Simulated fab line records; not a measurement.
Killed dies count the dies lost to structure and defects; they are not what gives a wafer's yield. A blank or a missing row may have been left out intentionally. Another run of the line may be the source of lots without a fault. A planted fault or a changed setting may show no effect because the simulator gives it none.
Which tool did it? / flow sky130 / 13 lots with 39 wafers sampled at 5 steps, on a route of 708 steps

## WHAT EACH GAUGE READ, for each wafer
SKY_VT_ADJUST_LVTN_TW_MEAS_10. Usual: for VT_ADJUST_LVTN_TW the level is 241.4 and the standard deviation is 1.7.
lot=L909; measured=day 7 06:20; on=film_metro-04; VT_ADJUST_LVTN_TW=240.2 239.2 238.6; flag=
lot=L910; measured=day 7 10:04; on=film_metro-04; VT_ADJUST_LVTN_TW=239.4 239.9 240.5; flag=
lot=L911; measured=day 7 10:26; on=film_metro-02; VT_ADJUST_LVTN_TW=238.3 239.6 239.0; flag=
lot=L912; measured=day 7 12:12; on=film_metro-01; VT_ADJUST_LVTN_TW=244.5 244.1 243.1; flag=
lot=L913; measured=day 7 16:33; on=film_metro-01; VT_ADJUST_LVTN_TW=244.2 243.4 244.1; flag=
lot=L916; measured=day 8 17:04; on=film_metro-04; VT_ADJUST_LVTN_TW=242.6 240.7 240.9; flag=
lot=L923; measured=day 10 21:13; on=film_metro-01; VT_ADJUST_LVTN_TW=242.5 242.7 241.8; flag=
lot=L924; measured=day 11 03:19; on=film_metro-01; VT_ADJUST_LVTN_TW=242.9 242.6 242.2; flag=
lot=L926; measured=day 11 12:27; on=film_metro-04; VT_ADJUST_LVTN_TW=241.0 241.4 243.0; flag=
lot=L928; measured=day 12 04:36; on=film_metro-02; VT_ADJUST_LVTN_TW=238.6 239.5 239.4; flag=
lot=L929; measured=day 12 04:56; on=film_metro-04; VT_ADJUST_LVTN_TW=242.6 241.0 241.5; flag=
lot=L930; measured=day 12 11:55; on=film_metro-02; VT_ADJUST_LVTN_TW=240.1 239.9 240.1; flag=
lot=L931; measured=day 12 19:53; on=film_metro-04; VT_ADJUST_LVTN_TW=241.8 241.2 242.3; flag=

SKY_VT_ADJUST_HVTR_CD_MEAS_07 targets a cd of 380 nm. Usual: cd_nm at 379.3 nm, with a standard deviation of 2.4.
lot=L909; measured=day 9 21:04; on=cd_sem-02; cd_nm (nm)=378.4 379.0 377.2; flag=
lot=L910; measured=day 9 23:43; on=cd_sem-02; cd_nm (nm)=380.8 379.6 381.3; flag=
lot=L911; measured=day 10 00:01; on=cd_sem-02; cd_nm (nm)=382.5 381.6 381.6; flag=
lot=L912; measured=day 10 01:50; on=cd_sem-02; cd_nm (nm)=379.9 376.1 379.8; flag=
lot=L913; measured=day 10 07:14; on=cd_sem-02; cd_nm (nm)=381.4 381.2 380.0; flag=
lot=L916; measured=day 11 11:53; on=cd_sem-01; cd_nm (nm)=382.2 382.7 381.4; flag=
lot=L923; measured=day 13 21:26; on=cd_sem-01; cd_nm (nm)=379.6 380.9 378.8; flag=
lot=L924; measured=day 14 05:19; on=cd_sem-01; cd_nm (nm)=379.7 380.4 380.3; flag=
lot=L926; measured=day 14 16:32; on=cd_sem-01; cd_nm (nm)=374.5 373.7 374.1; flag=
lot=L928; measured=day 15 09:34; on=cd_sem-01; cd_nm (nm)=380.4 380.8 379.8; flag=
lot=L929; measured=day 15 09:53; on=cd_sem-01; cd_nm (nm)=378.7 378.3 377.5; flag=
lot=L930; measured=day 15 20:23; on=cd_sem-01; cd_nm (nm)=381.9 381.4 380.1; flag=
lot=L931; measured=day 16 03:49; on=cd_sem-01; cd_nm (nm)=380.3 378.8 378.9; flag=

SKY_SONOS_TUNNEL_CD_MEAS_07 targets a cd of 410 nm. Usual: cd_nm at 409.6 nm, with a standard deviation of 2.1.
lot=L909; measured=day 11 19:11; on=cd_sem-02; cd_nm (nm)=412.2 412.0 410.2; flag=
lot=L910; measured=day 11 22:53; on=cd_sem-02; cd_nm (nm)=406.9 407.9 406.2; flag=
lot=L911; measured=day 11 23:32; on=cd_sem-01; cd_nm (nm)=408.4 411.2 411.7; flag=
lot=L912; measured=day 12 00:47; on=cd_sem-02; cd_nm (nm)=408.8 407.5 408.9; flag=
lot=L913; measured=day 12 06:50; on=cd_sem-01; cd_nm (nm)=405.3 405.0 407.3; flag=
lot=L916; measured=day 13 11:39; on=cd_sem-01; cd_nm (nm)=407.6 406.2 406.8; flag=
lot=L923; measured=day 16 04:47; on=cd_sem-01; cd_nm (nm)=402.5 411.2 410.4; flag=
lot=L924; measured=day 16 12:05; on=cd_sem-02; cd_nm (nm)=398.2 411.7 410.8; flag=
lot=L926; measured=day 16 23:51; on=cd_sem-02; cd_nm (nm)=410.3 408.5 410.3; flag=
lot=L928; measured=day 17 19:30; on=cd_sem-02; cd_nm (nm)=409.7 408.9 408.1; flag=
lot=L929; measured=day 17 20:05; on=cd_sem-02; cd_nm (nm)=409.5 406.9 407.9; flag=
lot=L930; measured=day 18 06:41; on=cd_sem-01; cd_nm (nm)=411.6 413.2 411.5; flag=
lot=L931; measured=day 18 14:11; on=cd_sem-01; cd_nm (nm)=406.5 406.9 408.5; flag=

## TOOL THAT RAN EACH LOT (tool first, then ch and the chambers of the sampled wafers, then the start)
lot=L909; SKY_VT_ADJUST_HVTR_STRIP_10=plasma_asher-01 ch 0,1, day 9 21:22; SKY_SONOS_TUNNEL_DEVELOP_06=litho_track-04 ch 0, day 11 19:02
lot=L910; SKY_VT_ADJUST_HVTR_STRIP_10=plasma_asher-04 ch 0,1, day 10 00:00; SKY_SONOS_TUNNEL_DEVELOP_06=litho_track-02 ch 0, day 11 22:44
lot=L911; SKY_VT_ADJUST_HVTR_STRIP_10=plasma_asher-02 ch 0,1, day 10 00:17; SKY_SONOS_TUNNEL_DEVELOP_06=litho_track-02 ch 0, day 11 23:23
lot=L912; SKY_VT_ADJUST_HVTR_STRIP_10=plasma_asher-01 ch 0, day 10 02:09; SKY_SONOS_TUNNEL_DEVELOP_06=litho_track-04 ch 0, day 12 00:38
lot=L913; SKY_VT_ADJUST_HVTR_STRIP_10=plasma_asher-04 ch 0,1, day 10 07:31; SKY_SONOS_TUNNEL_DEVELOP_06=litho_track-02 ch 0, day 12 06:41
lot=L916; SKY_VT_ADJUST_HVTR_STRIP_10=plasma_asher-01 ch 0,1, day 11 12:10; SKY_SONOS_TUNNEL_DEVELOP_06=litho_track-04 ch 0, day 13 11:30
lot=L923; SKY_VT_ADJUST_HVTR_STRIP_10=plasma_asher-01 ch 0,1, day 13 21:43; SKY_SONOS_TUNNEL_DEVELOP_06=litho_track-02 ch 0, day 16 04:38
lot=L924; SKY_VT_ADJUST_HVTR_STRIP_10=plasma_asher-04 ch 0,1, day 14 05:36; SKY_SONOS_TUNNEL_DEVELOP_06=litho_track-02 ch 0, day 16 11:56
lot=L926; SKY_VT_ADJUST_HVTR_STRIP_10=plasma_asher-01 ch 1, day 14 16:49; SKY_SONOS_TUNNEL_DEVELOP_06=litho_track-04 ch 0, day 16 23:42
lot=L928; SKY_VT_ADJUST_HVTR_STRIP_10=plasma_asher-02 ch 0,1, day 15 10:00; SKY_SONOS_TUNNEL_DEVELOP_06=litho_track-04 ch 0, day 17 19:21
lot=L929; SKY_VT_ADJUST_HVTR_STRIP_10=plasma_asher-01 ch 0,1, day 15 10:12; SKY_SONOS_TUNNEL_DEVELOP_06=litho_track-04 ch 0, day 17 19:56
lot=L930; SKY_VT_ADJUST_HVTR_STRIP_10=plasma_asher-02 ch 0,1, day 15 20:41; SKY_SONOS_TUNNEL_DEVELOP_06=litho_track-01 ch 0, day 18 06:33
lot=L931; SKY_VT_ADJUST_HVTR_STRIP_10=plasma_asher-01 ch 0,1, day 16 04:07; SKY_SONOS_TUNNEL_DEVELOP_06=litho_track-04 ch 0, day 18 14:02
- SKY_VT_ADJUST_HVTR_STRIP_10: strips in O2/N2.
- SKY_SONOS_TUNNEL_DEVELOP_06: develop time 60 s.

## WHAT THE TOOLS THEMSELVES READ (means of the sampled wafers that have a number; where no wafer has one, the mark that the record gives instead)
SKY_VT_ADJUST_HVTR_STRIP_10. Usual: drypump_motor_current_A 5.67 A, standard deviation 0.28; oes_product_au 0.715 a.u., standard deviation 0.0051; strip_time_to_endpoint_s 14.19 s, standard deviation 0.036.
lot=L909; tool=plasma_asher-01; drypump_motor_current_A (A)=5.51; oes_product_au (a.u.)=0.716; strip_time_to_endpoint_s (s)=14.21; flag=
lot=L910; tool=plasma_asher-04; drypump_motor_current_A (A)=5.76; oes_product_au (a.u.)=0.714; strip_time_to_endpoint_s (s)=14.25; flag=
lot=L911; tool=plasma_asher-02; drypump_motor_current_A (A)=5.56; oes_product_au (a.u.)=0.708; strip_time_to_endpoint_s (s)=14.24; flag=
lot=L912; tool=plasma_asher-01; drypump_motor_current_A (A)=5.34; oes_product_au (a.u.)=0.716; strip_time_to_endpoint_s (s)=14.18; flag=
lot=L913; tool=plasma_asher-04; drypump_motor_current_A (A)=5.80; oes_product_au (a.u.)=0.709; strip_time_to_endpoint_s (s)=14.17; flag=
lot=L916; tool=plasma_asher-01; drypump_motor_current_A (A)=5.50; oes_product_au (a.u.)=0.719; strip_time_to_endpoint_s (s)=14.23; flag=
lot=L923; tool=plasma_asher-01; drypump_motor_current_A (A)=5.51; oes_product_au (a.u.)=0.724; strip_time_to_endpoint_s (s)=14.21; flag=
lot=L924; tool=plasma_asher-04; drypump_motor_current_A (A)=5.80; oes_product_au (a.u.)=0.715; strip_time_to_endpoint_s (s)=14.20; flag=
lot=L926; tool=plasma_asher-01; drypump_motor_current_A (A)=5.83; oes_product_au (a.u.)=0.718; strip_time_to_endpoint_s (s)=14.18; flag=
lot=L928; tool=plasma_asher-02; drypump_motor_current_A (A)=5.59; oes_product_au (a.u.)=0.710; strip_time_to_endpoint_s (s)=14.18; flag=
lot=L929; tool=plasma_asher-01; drypump_motor_current_A (A)=5.51; oes_product_au (a.u.)=0.714; strip_time_to_endpoint_s (s)=14.14; flag=
lot=L930; tool=plasma_asher-02; drypump_motor_current_A (A)=5.59; oes_product_au (a.u.)=0.718; strip_time_to_endpoint_s (s)=14.15; flag=
lot=L931; tool=plasma_asher-01; drypump_motor_current_A (A)=5.51; oes_product_au (a.u.)=0.716; strip_time_to_endpoint_s (s)=14.21; flag=

## THE ANSWER, worked out from the rows above alone
Rule: take the mean of a lot's wafers that have a number; if it is more than 3 standard deviations from the usual mean, the lot is off. A lot without any number at a reading at which 4 lots or more have one is off too. All remaining lots with rows at the step are treated as sound. After the gauges, taken in route order, come the tools' own readings; for these a lot's mean is taken, as printed above. The first step at which some lot is off is used, and at that step the reading that is off furthest; a lot without a number counts as furthest.
Nothing can be told from this: no lot is off at any reading shown.

## WHAT WAS PUT IN BY THE SIMULATOR
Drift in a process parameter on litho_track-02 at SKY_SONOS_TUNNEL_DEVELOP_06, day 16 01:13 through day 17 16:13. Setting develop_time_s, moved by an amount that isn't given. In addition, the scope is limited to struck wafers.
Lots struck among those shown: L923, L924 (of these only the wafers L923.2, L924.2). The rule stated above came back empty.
